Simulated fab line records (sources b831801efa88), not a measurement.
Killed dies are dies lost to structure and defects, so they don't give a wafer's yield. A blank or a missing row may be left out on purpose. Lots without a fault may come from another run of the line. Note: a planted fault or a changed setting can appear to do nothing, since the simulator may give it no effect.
fab line records	flow sky130
[record] lots = 5	wafers = 15	last-day = 49
route steps=708 shown LDD_N@247 LDD_P@255 LDD_HVN@267 LDD_HVP@278 PAD_OPEN@708
lots with no fault: from the same line, run without faults
start-h: start of the lot's first displayed wafer, in hours after the record's first day	wait-h: time in hours since the lot's previous step	" repeats the value in the row above	L1.1+2: one row covering several wafers at once	- no value, or no start given	* or withheld: withheld	< > ~ a bound
route shown NAME@n: a module of which the file shows steps, and the number in the route of the first	usual: mean/standard deviation of fault-free wafers	same: alike in all rows	chamber/n: place in a boat	sites: each site's reading	_std_site: standard deviation across them	_edge_site: the outer-site mean with the inner-site mean subtracted	radius-mm: for every site, how far away it sits from the centre of the wafer	mask NAME#n: copy n	behind: the most recent tool/chamber to have shaped the wafer	hold: the reason the lot was held/the length of the hold in hours/how it ended	device: names the non-switching transistor (n, p or np)	end of line: the route-end tests of the same wafers	for a step that has no rows: nothing shown but its recipe	killed: at the first sort, the dies lost to defects and structure; wafer yield is something else	map: shows each die of a wafer: x if killed, . if not, _ if none is there
set.NAME: the setting as run; set.NAME@STEP: as run at that earlier step	model.NAME: the simulator's own value behind a step, which no gauge read
a table for each step, a row for each wafer; lots at some steps of the route
services: from which hour (start-h, from the record's first day; less than 0 if before it) a tool's chamber was out of use, for how many hours, and why
[[steps]]
[step SKY_LDD_N_IMPLANT_10]
[recipe] species = As	energy-kev = 20	dose-cm2 = 7.5e+13	tilt-deg = withheld	rotation-deg = 203
[step SKY_LDD_N_IMPLANT_11]
[recipe] species = As	energy-kev = 20	dose-cm2 = 7.5e+13	tilt-deg = withheld	rotation-deg = 293
[step SKY_LDD_N_IMPLANT_12]
[recipe] species = BF2	energy-kev = 50	dose-cm2 = 5e+12	tilt-deg = 30	rotation-deg = 0
[step SKY_LDD_N_IMPLANT_13]
[recipe] species = BF2	energy-kev = 50	dose-cm2 = 5e+12	tilt-deg = 30	rotation-deg = 90
[step SKY_LDD_N_IMPLANT_14]
[recipe] species = BF2	energy-kev = 50	dose-cm2 = 5e+12	tilt-deg = 30	rotation-deg = 180
[step SKY_LDD_N_IMPLANT_15]
[recipe] species = BF2	energy-kev = 50	dose-cm2 = 5e+12	tilt-deg = 30	rotation-deg = 270
[step SKY_LDD_N_STRIP_16]
[recipe] chemistry = O2/N2	power-w = 1400	pressure-mtorr = 1500	platen-temp-c = withheld	o2-flow-sccm = 3000	n2-flow-sccm = 300	overash-fraction = 0.5
[usual] chamber-pressure-mTorr = 1500/3.7	drypump-motor-current-A = 5.7/0.63	oes-product-au = 0.407/0.0047	strip-time-to-endpoint-s = 4.323/0.017
lot.wafer	tool	chamber	start-h	wait-h	chamber-pressure-mTorr	drypump-motor-current-A	oes-product-au	rf-hours-counter-h	strip-time-to-endpoint-s
L608.1	plasma-asher-03	0	396.92	0.1	1500	5.8	0.395	71	4.319
L608.4	"	0	"	"	1500	5.8	0.412	-	4.305
L608.5	"	1	"	"	1501	5.5	0.409	-	4.326
L621.3	plasma-asher-01	1	518.05	0.1	1503	6.2	0.415	-	4.325
L621.4	"	0	"	"	1499	5.2	0.403	-	4.325
L621.5	"	0	"	"	1500	5.2	0.404	-	4.330
L622.2	plasma-asher-01	1	525.52	0.1	1499	6.2	0.404	39	4.306
L622.4	"	0	"	"	1502	5.2	0.407	-	4.309
L622.5	"	0	"	"	1502	5.2	0.409	-	4.301
L623.1	plasma-asher-04	0	531.17	0.1	1499	6.7	0.405	82	4.314
L623.2	"	1	"	"	1501	4.7	0.408	82	4.318
L623.5	"	1	"	"	1500	4.7	0.414	-	4.330
L628.3	plasma-asher-04	0	577.75	0.1	1500	6.7	0.408	-	4.355
L628.4	"	1	"	"	1499	4.7	0.408	-	4.337
L628.5	"	1	"	"	1501	4.7	0.400	-	4.335
[step SKY_LDD_N_TW_MEAS_17]
[usual] LDD_N_TW = 2596/27
lot.wafer	tool	chamber	start-h	wait-h	LDD_N_TW
L608.1	film-metro-03	-	397.02	0.1	2634
L608.4	"	-	"	"	2628
L608.5	"	-	"	"	2625
L621.3	film-metro-03	-	518.14	0.1	2637
L621.4	"	-	"	"	2632
L621.5	"	-	"	"	2628
L622.2	film-metro-03	-	525.63	0.1	2625
L622.4	"	-	"	"	2628
L622.5	"	-	"	"	2622
L623.1	film-metro-01	-	531.27	0.1	2572
L623.2	"	-	"	"	2582
L623.5	"	-	"	"	2570
L628.3	film-metro-03	-	577.84	0.1	2621
L628.4	"	-	"	"	2615
L628.5	"	-	"	"	2617
[step SKY_LDD_P_DEHYDRATE_00]
[recipe] temp-c = 200	time-s = 60
[step SKY_LDD_P_HMDS_01]
[recipe] prime-time-s = 60	prime-temp-c = 120
[step SKY_LDD_P_COAT_02]
[recipe] resist = NOVOLAK	spin-rpm = 3000	resist-thk-nm = 1140
[step SKY_LDD_P_SOFTBAKE_03]
[recipe] temp-c = 90	time-s = 60	resist = NOVOLAK
[step SKY_LDD_P_EXPOSE_04]
[recipe] mask-id = PSDM	na = 0.6	source-shape = conventional	sigma-outer = 0.6	polarization = unpolarized	target-cd-nm = 380	dose-mj = 138
[same] sigma-outer = 0.6
lot.wafer	tool	chamber	start-h	wait-h	mask
L608.1+4+5	iline-stepper-01	0	411.78	-	PSDM#0
L621.3+4+5	iline-stepper-02	0	532.75	-	PSDM#0
L622.2+4+5	iline-stepper-02	0	540.18	-	PSDM#0
L623.1+2+5	iline-stepper-01	0	546.26	-	HVPTM#0
L628.3+4+5	iline-stepper-02	0	593.10	-	PSDM#0
[step SKY_LDD_P_PEB_05]
[recipe] temp-c = withheld	time-s = *	resist = NOVOLAK
[step SKY_LDD_P_DEVELOP_06]
[recipe] resist = NOVOLAK	developer = TMAH	develop-time-s = 60	dev-temp-c = 23
[step SKY_LDD_P_CD_MEAS_07]
[recipe] target-cd-nm = 380
[usual] cd-nm = 378.9/2.3
lot.wafer	tool	chamber	start-h	wait-h	cd-nm
L608.1	cd-sem-02	-	426.54	0.1	378.0
L608.4	"	-	"	"	377.8
L608.5	"	-	"	"	379.6
L621.3	cd-sem-01	-	547.42	0.1	377.5
L621.4	"	-	"	"	378.9
L621.5	"	-	"	"	379.8
L622.2	cd-sem-02	-	554.80	0.1	379.4
L622.4	"	-	"	"	378.4
L622.5	"	-	"	"	377.8
L623.1	cd-sem-01	-	561.33	0.1	-
L623.2	"	-	"	"	-
L623.5	"	-	"	"	-
L628.3	cd-sem-02	-	606.59	0.2	379.5
L628.4	"	-	"	"	381.1
L628.5	"	-	"	"	378.6
[step SKY_LDD_P_OVL_MEAS_08]
[usual] LDD_P_OVL = -0.2/1.4
lot.wafer	tool	chamber	start-h	wait-h	LDD_P_OVL[nm]
L608.1	overlay-01	-	426.66	0.1	-0.4
L608.4	"	-	"	"	-0.2
L608.5	"	-	"	"	1.2
L621.3	overlay-02	-	547.51	0.1	0.8
L621.4	"	-	"	"	1.7
L621.5	"	-	"	"	-1.2
L622.2	overlay-02	-	554.91	0.1	-2.6
L622.4	"	-	"	"	-1.5
L622.5	"	-	"	"	-0.7
L623.1	overlay-02	-	561.45	0.1	-
L623.2	"	-	"	"	-
L623.5	"	-	"	"	-
L628.3	overlay-02	-	606.69	0.1	-0.7
L628.4	"	-	"	"	-3.0
L628.5	"	-	"	"	-1.7
[step SKY_LDD_P_IMPLANT_09]
[recipe] species = BF2	energy-kev = 25.32	dose-cm2 = 1e+13	tilt-deg = withheld
[step SKY_LDD_P_STRIP_10]
[recipe] chemistry = O2/N2	power-w = 1400	pressure-mtorr = 1500	platen-temp-c = withheld	o2-flow-sccm = 3000	n2-flow-sccm = 300	overash-fraction = 0.5
[usual] chamber-pressure-mTorr = 1499.9/1.4	drypump-motor-current-A = 5.6/0.66	oes-product-au = 0.716/0.0047	strip-time-to-endpoint-s = 14.208/0.029
lot.wafer	tool	chamber	start-h	wait-h	chamber-pressure-mTorr	drypump-motor-current-A	oes-product-au	rf-hours-counter-h	strip-time-to-endpoint-s
L608.1	plasma-asher-01	1	426.87	0.1	1497.8	6.2	0.714	31	14.251
L608.4	"	0	"	"	1499.6	5.3	0.719	-	14.220
L608.5	"	1	"	"	1497.8	6.2	0.715	-	14.198
L621.3	plasma-asher-01	1	547.72	0.1	1499.4	6.2	0.724	-	14.231
L621.4	"	0	"	"	1498.5	5.2	0.713	-	14.261
L621.5	"	0	"	"	1501.3	5.2	0.720	-	14.198
L622.2	plasma-asher-02	1	555.09	0.1	1502.2	5.9	0.714	73	14.239
L622.4	"	1	"	"	1499.2	5.9	0.720	-	14.232
L622.5	"	1	"	"	1500.5	5.9	0.716	-	14.191
L623.1	plasma-asher-01	0	561.64	0.1	1501.2	5.2	0.713	43	14.202
L623.2	"	1	"	"	1499.1	6.2	0.715	43	14.194
L623.5	"	0	"	"	1501.4	5.2	0.712	-	14.198
L628.3	plasma-asher-01	0	606.89	0.1	1501.0	5.3	0.717	-	14.233
L628.4	"	1	"	"	1500.3	6.2	0.717	-	14.208
L628.5	"	0	"	"	1499.3	5.2	0.718	-	14.248
[step SKY_LDD_P_TW_MEAS_11]
[usual] LDD_P_TW = 637/8.8
lot.wafer	tool	chamber	start-h	wait-h	LDD_P_TW
L608.1	film-metro-02	-	426.97	0.1	632
L608.4	"	-	"	"	632
L608.5	"	-	"	"	633
L621.3	film-metro-04	-	547.81	0.1	630
L621.4	"	-	"	"	625
L621.5	"	-	"	"	627
L622.2	film-metro-04	-	555.20	0.1	627
L622.4	"	-	"	"	627
L622.5	"	-	"	"	625
L623.1	film-metro-04	-	561.74	0.1	30
L623.2	"	-	"	"	29
L623.5	"	-	"	"	30
L628.3	film-metro-03	-	606.98	0.1	649
L628.4	"	-	"	"	648
L628.5	"	-	"	"	650
[step SKY_LDD_HVN_DEHYDRATE_00]
[recipe] temp-c = 200	time-s = 60
[step SKY_LDD_HVN_HMDS_01]
[recipe] prime-time-s = 60	prime-temp-c = 120
[step SKY_LDD_HVN_COAT_02]
[recipe] resist = NOVOLAK	spin-rpm = 3000	resist-thk-nm = 300
[step SKY_LDD_HVN_SOFTBAKE_03]
[recipe] temp-c = 90	time-s = 60	resist = NOVOLAK
[step SKY_LDD_HVN_EXPOSE_04]
[recipe] mask-id = HVNTM	na = 0.6	source-shape = conventional	sigma-outer = 0.6	polarization = unpolarized	target-cd-nm = 700	dose-mj = 127
[step SKY_LDD_HVN_PEB_05]
[recipe] temp-c = withheld	time-s = *	resist = NOVOLAK
[step SKY_LDD_HVN_DEVELOP_06]
[recipe] resist = NOVOLAK	developer = TMAH	develop-time-s = 60	dev-temp-c = 23
[step SKY_LDD_HVN_OVL_MEAS_07]
[usual] LDD_HVN_OVL = 1.1/1.4
lot.wafer	tool	chamber	start-h	wait-h	LDD_HVN_OVL[nm]
L608.1	overlay-01	-	457.83	0.1	2.4
L608.4	"	-	"	"	4.9
L608.5	"	-	"	"	1.3
L621.3	overlay-01	-	576.80	0.1	0.6
L621.4	"	-	"	"	-0.3
L621.5	"	-	"	"	-0.1
L622.2	overlay-02	-	584.99	0.1	1.3
L622.4	"	-	"	"	2.3
L622.5	"	-	"	"	2.3
L623.1	overlay-02	-	590.63	0.1	1.6
L623.2	"	-	"	"	2.5
L623.5	"	-	"	"	0.6
L628.3	overlay-01	-	635.80	0.1	3.1
L628.4	"	-	"	"	1.5
L628.5	"	-	"	"	2.0
[step SKY_LDD_HVN_IMPLANT_08]
[recipe] species = P	energy-kev = 60	dose-cm2 = 3e+13	tilt-deg = 40
[step SKY_LDD_HVN_STRIP_09]
[recipe] chemistry = O2/N2	power-w = 1400	pressure-mtorr = 1500	platen-temp-c = withheld	o2-flow-sccm = 3000	n2-flow-sccm = 300	overash-fraction = 0.5
[usual] chamber-pressure-mTorr = 1500.3/1.4	drypump-motor-current-A = 5.6/0.37	oes-product-au = 0.408/0.0044	strip-time-to-endpoint-s = 4.142/0.013
lot.wafer	tool	chamber	start-h	wait-h	chamber-pressure-mTorr	drypump-motor-current-A	oes-product-au	rf-hours-counter-h	strip-time-to-endpoint-s
L608.1	plasma-asher-03	0	458.02	0.1	1499.8	5.8	0.410	3	4.131
L608.4	"	1	"	"	1498.7	5.4	0.416	-	4.139
L608.5	"	1	"	"	1498.9	5.4	0.406	-	4.139
L621.3	plasma-asher-01	1	577.00	0.1	1499.7	6.2	0.415	-	4.137
L621.4	"	0	"	"	1500.5	5.2	0.412	-	4.128
L621.5	"	1	"	"	1499.9	6.2	0.405	-	4.135
L622.2	plasma-asher-02	0	585.17	0.1	1500.0	5.1	0.400	76	4.139
L622.4	"	0	"	"	1501.3	5.1	0.408	-	4.163
L622.5	"	1	"	"	1500.3	5.9	0.407	-	4.138
L623.1	plasma-asher-02	1	590.82	0.1	1499.9	5.9	0.406	77	4.138
L623.2	"	0	"	"	1499.7	5.1	0.410	77	4.160
L623.5	"	1	"	"	1500.7	5.9	0.410	-	4.128
L628.3	plasma-asher-03	0	636.00	0.1	1503.4	5.8	0.406	-	4.156
L628.4	"	1	"	"	1499.3	5.5	0.407	-	4.147
L628.5	"	0	"	"	1501.5	5.8	0.410	-	4.152
[step SKY_LDD_HVN_TW_MEAS_10]
[usual] LDD_HVN_TW = 1428/8.4
lot.wafer	tool	chamber	start-h	wait-h	LDD_HVN_TW
L608.1	film-metro-02	-	458.12	0.1	1428
L608.4	"	-	"	"	1428
L608.5	"	-	"	"	1437
L621.3	film-metro-02	-	577.09	0.1	1439
L621.4	"	-	"	"	1436
L621.5	"	-	"	"	1431
L622.2	film-metro-02	-	585.28	0.1	1436
L622.4	"	-	"	"	1432
L622.5	"	-	"	"	1432
L623.1	film-metro-01	-	590.92	0.1	1437
L623.2	"	-	"	"	1440
L623.5	"	-	"	"	1433
L628.3	film-metro-01	-	636.09	0.1	1445
L628.4	"	-	"	"	1442
L628.5	"	-	"	"	1434
[step SKY_LDD_HVP_DEHYDRATE_00]
[recipe] temp-c = 200	time-s = 60
[step SKY_LDD_HVP_HMDS_01]
[recipe] prime-time-s = 60	prime-temp-c = 120
[step SKY_LDD_HVP_COAT_02]
[recipe] resist = NOVOLAK	spin-rpm = 3000	resist-thk-nm = 300
[step SKY_LDD_HVP_SOFTBAKE_03]
[recipe] temp-c = 90	time-s = 60	resist = NOVOLAK
[step SKY_LDD_HVP_EXPOSE_04]
[recipe] mask-id = HVPTM	na = 0.6	source-shape = conventional	sigma-outer = 0.6	polarization = unpolarized	target-cd-nm = 700	dose-mj = 86
[step SKY_LDD_HVP_PEB_05]
[recipe] temp-c = withheld	time-s = *	resist = NOVOLAK
[step SKY_LDD_HVP_DEVELOP_06]
[recipe] resist = NOVOLAK	developer = TMAH	develop-time-s = 60	dev-temp-c = 23
[step SKY_LDD_HVP_OVL_MEAS_07]
[usual] LDD_HVP_OVL = 1.0/1.2
lot.wafer	tool	chamber	start-h	wait-h	LDD_HVP_OVL[nm]
L608.1	overlay-01	-	488.63	0.1	-1.5
L608.4	"	-	"	"	0.0
L608.5	"	-	"	"	-2.6
L621.3	overlay-01	-	605.99	0.1	0.8
L621.4	"	-	"	"	-0.1
L621.5	"	-	"	"	-1.1
L622.2	overlay-02	-	613.59	0.1	2.4
L622.4	"	-	"	"	0.9
L622.5	"	-	"	"	1.8
L623.1	overlay-01	-	619.73	0.1	0.8
L623.2	"	-	"	"	1.2
L623.5	"	-	"	"	0.8
L628.3	overlay-02	-	664.09	0.1	-1.1
L628.4	"	-	"	"	1.0
L628.5	"	-	"	"	-0.4
[step SKY_LDD_HVP_IMPLANT_08]
[recipe] species = B	energy-kev = 20	dose-cm2 = 1.735e+13	tilt-deg = 17.9
[step SKY_LDD_HVP_STRIP_09]
[recipe] chemistry = O2/N2	power-w = 1400	pressure-mtorr = 1500	platen-temp-c = withheld	o2-flow-sccm = 3000	n2-flow-sccm = 300	overash-fraction = 0.5
[usual] chamber-pressure-mTorr = 1499.9/1.5	drypump-motor-current-A = 5.6/0.66	oes-product-au = 0.409/0.0044	strip-time-to-endpoint-s = 4.145/0.015
lot.wafer	tool	chamber	start-h	wait-h	chamber-pressure-mTorr	drypump-motor-current-A	oes-product-au	rf-hours-counter-h	strip-time-to-endpoint-s
L608.1	plasma-asher-02	0	488.82	0.1	1500.3	5.1	0.411	67	4.142
L608.4	"	1	"	"	1500.0	5.9	0.401	-	4.145
L608.5	"	0	"	"	1500.5	5.1	0.409	-	4.168
L621.3	plasma-asher-04	0	606.20	0.1	1499.5	6.7	0.403	-	4.158
L621.4	"	1	"	"	1499.4	4.7	0.414	-	4.168
L621.5	"	1	"	"	1501.7	4.7	0.410	-	4.174
L622.2	plasma-asher-04	0	613.77	0.1	1501.3	6.7	0.414	91	4.154
L622.4	"	0	"	"	1501.9	6.7	0.406	-	4.163
L622.5	"	1	"	"	1500.2	4.7	0.413	-	4.149
L623.1	plasma-asher-03	1	619.92	0.1	1500.7	5.4	0.413	19	4.136
L623.2	"	0	"	"	1498.9	5.8	0.408	19	4.121
L623.5	"	0	"	"	1500.6	5.8	0.415	-	4.126
L628.3	plasma-asher-02	0	664.30	0.1	1500.8	5.1	0.405	-	4.142
L628.4	"	1	"	"	1499.0	5.9	0.410	-	4.162
L628.5	"	1	"	"	1501.2	5.9	0.411	-	4.140
[step SKY_LDD_HVP_TW_MEAS_10]
[usual] LDD_HVP_TW = 459/5.2
lot.wafer	tool	chamber	start-h	wait-h	LDD_HVP_TW
L608.1	film-metro-04	-	488.92	0.1	454
L608.4	"	-	"	"	454
L608.5	"	-	"	"	454
L621.3	film-metro-04	-	606.29	0.1	459
L621.4	"	-	"	"	456
L621.5	"	-	"	"	458
L622.2	film-metro-04	-	613.88	0.1	460
L622.4	"	-	"	"	456
L622.5	"	-	"	"	454
L623.1	film-metro-01	-	620.02	0.1	701
L623.2	"	-	"	"	705
L623.5	"	-	"	"	701
L628.3	film-metro-01	-	664.39	0.1	460
L628.4	"	-	"	"	459
L628.5	"	-	"	"	457
[step SKY_PAD_OPEN_PROBE_99]
[usual] killed_at_M0_to_M3 = 44/6.6	killed_at_M4_up = 2.9/1.8	killed-at-contacts = 24/4.8	killed-at-front-end = 15/4.5	killed-at-other = 0.3/0.64	killed-dies = 86/8.7	killed-on-rim = 17/3.8	killed-open = 47/6.5	killed-short = 39/5.8
[same] gross-dies = 492	killed-at-back-side = 0
lot.wafer	tool	chamber	start-h	wait-h	killed_at_M0_to_M3	killed_at_M4_up	killed-at-contacts	killed-at-front-end	killed-at-other	killed-dies	killed-on-rim	killed-open	killed-short
L621.3	prober-02	-	1149.18	0.2	44	0	19	20	0	83	22	47	35
L621.4	prober-02	-	1149.23	0.2	43	2	21	12	0	78	18	52	25
L621.5	prober-02	-	1149.28	0.2	40	1	29	14	0	84	16	51	32
L623.1	prober-02	-	1159.57	0.1	46	2	25	418	1	492	96	41	43
L623.2	prober-02	-	1159.62	0.1	41	1	20	430	0	492	96	45	42
L623.5	prober-02	-	1159.77	0.2	48	5	19	420	0	492	96	45	39
// killed by level:class
L621.3 VIA1:geometric-particle:open=8 VIA1:geometric-particle:short=7 VIA2:geometric-particle:open=7 LI_CONTACT:geometric-particle:open=6 CONTACT:geometric-particle:open=6 METAL1:geometric-particle:short=6 VIA3:geometric-particle:open=5 POLY_GATE:geometric-particle:open=4
L621.4 VIA1:geometric-particle:open=17 LI_CONTACT:geometric-particle:open=10 CONTACT:geometric-particle:open=7 VIA3:geometric-particle:open=6 METAL1:geometric-particle:short=5 VIA2:geometric-particle:open=4 POLY_GATE:geometric-particle:short=3 METAL1:geometric-particle:open=3
L621.5 CONTACT:geometric-particle:open=9 LI_CONTACT:geometric-particle:open=8 VIA1:geometric-particle:open=8 VIA3:geometric-particle:open=7 VIA1:geometric-particle:short=5 METAL2:geometric-particle:short=5 POLY_GATE:geometric-particle:open=4 LOCAL_INTERCONNECT:geometric-particle:short=4
L623.1 LDD_P:area-expose=407 LI_CONTACT:geometric-particle:open=10 METAL2:geometric-particle:short=8 VIA3:geometric-particle:open=8 CONTACT:geometric-particle:open=7 VIA3:geometric-particle:short=7 VIA1:geometric-particle:short=5 VIA1:geometric-particle:open=5
L623.2 LDD_P:area-expose=405 VIA3:geometric-particle:open=9 FIELD_ISO:geometric-particle:short=7 VIA2:geometric-particle:open=7 LI_CONTACT:geometric-particle:open=6 LOCAL_INTERCONNECT:geometric-particle:short=6 METAL1:geometric-particle:short=6 VIA1:geometric-particle:open=6
L623.5 LDD_P:area-expose=408 VIA1:geometric-particle:open=10 LI_CONTACT:geometric-particle:open=7 METAL1:geometric-particle:short=7 POLY_GATE:geometric-particle:open=6 VIA2:geometric-particle:open=6 VIA3:geometric-particle:short=6 METAL2:geometric-particle:short=6
// map L623.1 (x killed, . not)
__________xxxxxxxxxx_________
________xxxxxxxxxxxxxx_______
______xxxxxxxxxxxxxxxxxx_____
_____xxxxxxxxxxxxxxxxxxxx____
____xxxxxxxxxxxxxxxxxxxxxx___
___xxxxxxxxxxxxxxxxxxxxxxxx__
__xxxxxxxxxxxxxxxxxxxxxxxxxx_
_xxxxxxxxxxxxxxxxxxxxxxxxxxxx
_xxxxxxxxxxxxxxxxxxxxxxxxxxxx
_xxxxxxxxxxxxxxxxxxxxxxxxxxxx
_xxxxxxxxxxxxxxxxxxxxxxxxxxxx
_xxxxxxxxxxxxxxxxxxxxxxxxxxxx
_xxxxxxxxxxxxxxxxxxxxxxxxxxxx
_xxxxxxxxxxxxxxxxxxxxxxxxxxxx
_xxxxxxxxxxxxxxxxxxxxxxxxxxxx
__xxxxxxxxxxxxxxxxxxxxxxxxxx_
___xxxxxxxxxxxxxxxxxxxxxxxx__
____xxxxxxxxxxxxxxxxxxxxxx___
_____xxxxxxxxxxxxxxxxxxxx____
______xxxxxxxxxxxxxxxxxx_____
________xxxxxxxxxxxxxx_______
__________xxxxxxxxxx_________
// map L608.4 (x killed, . not)
__________x...x....x_________
________.x............_______
______........x........._____
_____.........x.x........____
____x..xx........x.....x..___
___.x..xx..........x.......__
__.xx..x..............xx...._
_...x.x..x....x........x....x
_......x..x....x.xx.xx...x...
_.x..............x.x.........
_...x....x.x....x.......x...x
_.x..........x......x.xx.....
_x..x.....x......xxx...x.....
_................x....x....x.
_..x..xx.x..x.....xx.x.x..x..
__.x....x.............xxx..._
___...xx..................x__
____................xx....___
_____...x....x......x...x____
______....x.x...xxx..x.._____
________........x....._______
__________....x...xx_________
[[services]]
tool	chamber	start-h	hours	kind
iline-stepper-01	-	374.49	2.4	repair
plasma-asher-03	-	421.25	9.0	pm
plasma-asher-03	0	421.25	9.0	vent-cycle
plasma-asher-03	1	421.25	9.0	vent-cycle
plasma-asher-03	0	430.25	-	clean
plasma-asher-03	1	430.25	-	clean
iline-stepper-02	-	431.79	4.4	pm
plasma-asher-04	-	434.39	3.2	repair
plasma-asher-02	-	439.91	0.7	repair
iline-stepper-01	-	456.28	1.7	pm
plasma-asher-01	-	463.94	14.6	pm
iline-stepper-01	0	470.50	-	calibration
iline-stepper-02	-	485.49	1.7	pm
iline-stepper-02	-	491.99	4.2	repair
plasma-asher-02	-	494.49	1.0	repair
plasma-asher-03	-	511.79	0.8	repair
plasma-asher-03	-	536.27	0.7	repair
iline-stepper-02	0	539.12	-	calibration
plasma-asher-03	-	545.70	4.1	repair
plasma-asher-03	-	553.89	0.9	repair
plasma-asher-02	-	605.98	1.0	repair
plasma-asher-01	-	611.45	6.5	repair
[[key]]
[first-sign] step = SKY_LDD_P_EXPOSE_04	reading = mask	direction = changed
[effect] step = SKY_LDD_P_CD_MEAS_07	reading = cd-nm	direction = missing
[effect] step = SKY_LDD_P_OVL_MEAS_08	reading = LDD_P_OVL	direction = missing
[effect] step = SKY_LDD_P_TW_MEAS_11	reading = LDD_P_TW	direction = down	sigmas = 69	usual = 637	struck = 30
[effect] step = SKY_LDD_HVP_TW_MEAS_10	reading = LDD_HVP_TW	direction = up	sigmas = 47	usual = 459	struck = 702
[effect] step = SKY_PAD_OPEN_PROBE_99	reading = killed-at-front-end	direction = up	sigmas = 91	usual = 15	struck = 423
[more-kills-born-at] SKY_LDD_P_EXPOSE_04@iline-stepper-01 = 1220
met-at SKY_LDD_P_EXPOSE_04
struck-wafers L623.1,L623.2,L623.5
tester-left-out L623
onset-between 411.78 546.26
[fault] kind = wrong-mask	tool = any	chamber = -	onset-h = 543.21	steps = SKY_LDD_P_EXPOSE_04	aux-copy = HVPTM#0	scope = struck-lots-only
// tester-left-out: of these lots the tester's yield and bins aren't shown, on N5 and GAA mostly nor the transistor test; their killed dies are dies lost to structure and defects alone, not to doping, threshold or leakage, so they don't give the yield
